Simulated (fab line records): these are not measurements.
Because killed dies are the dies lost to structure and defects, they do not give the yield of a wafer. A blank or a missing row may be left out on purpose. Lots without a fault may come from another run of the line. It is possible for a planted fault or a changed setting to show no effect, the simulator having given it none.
Matching of chambers | flow gf180mcu | GF_V5_CMP_26 on cmp-02 has 4 sister chambers
The step polishes, stops on SiO2, t overpolish 15 s, target thk 0 nm. 16 wafers are shown with their chamber, then 8 later ones without.

## WAFERS, EACH WITH ITS CHAMBER
wafer  | chamber | motorCurrentA (A) | slurryFilterDpKPa (kPa)
L451.4 | 0       | 9.6               | 13.63
L451.5 | 1       | 11.1              | 13.55
L451.6 | 2       | 9.6               | 13.50
L454.1 | 2       | 10.3              | 13.30
L454.3 | 3       | 10.5              | 13.62
L454.5 | 2       | 9.7               | 13.33
L455.1 | 0       | 9.5               | 13.56
L455.3 | 1       | 11.1              | 13.50
L455.6 | 0       | 9.5               | 13.50
L459.1 | 0       | 9.7               | 13.49
L459.5 | 3       | 10.5              | 13.65
L459.6 | 0       | 10.2              | 13.51
L467.3 | 3       | 10.6              | 13.66
L467.5 | 0       | 9.5               | 13.43
L467.6 | 1       | 10.2              | 13.25
L468.2 | 3       | 11.2              | 13.32

SIGNATURES, as means of the wafers listed above
reading           | chamber 0 | chamber 1 | chamber 2 | chamber 3 | scatter within a chamber
motorCurrentA     | 9.667     | 10.800    | 9.867     | 10.700    | 0.358
slurryFilterDpKPa | 13.5200   | 13.4333   | 13.3767   | 13.5625   | 0.122
Rule: distance of a wafer from a chamber = root of the sum over the readings of ((wafer's reading minus chamber's mean) / reading's scatter) squared. If the next closest chamber is less than 2 further off than the closest, the wafer can't be placed; otherwise it belongs to the closest. The scatter: the root of (the sum of the squares of (reading less its chamber's mean) over the shown wafers, divided by (wafers less chambers)).

## WAFERS WHOSE CHAMBER IS MISSING
wafer  | motorCurrentA (A) | slurryFilterDpKPa (kPa)
L468.4 | 9.4               | 13.77
L468.5 | 9.6               | 13.48
L470.1 | 9.9               | 13.37
L470.4 | 10.2              | 13.53
L470.5 | 10.6              | 13.58
L472.3 | 10.2              | 13.42
L472.4 | 11.0              | 13.40
L472.5 | 9.9               | 13.36

## WHICH CHAMBER EACH WENT THROUGH
wafer  | from the rows above               | in truth
L468.4 | can't be placed: 0 or 2 or 3      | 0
L468.5 | can't be placed: 0 or 2           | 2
L470.1 | can't be placed: 2 or 0           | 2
L470.4 | can't be placed: 3 or 0 or 2 or 1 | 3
L470.5 | can't be placed: 3 or 1           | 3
L472.3 | can't be placed: 2 or 1 or 0 or 3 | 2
L472.4 | can't be placed: 1 or 3           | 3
L472.5 | can't be placed: 2 or 0           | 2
Correct placement for 0 of the 8. These rows do not allow placing 8 (true chamber among the candidates in 8). 0 placed wrongly.
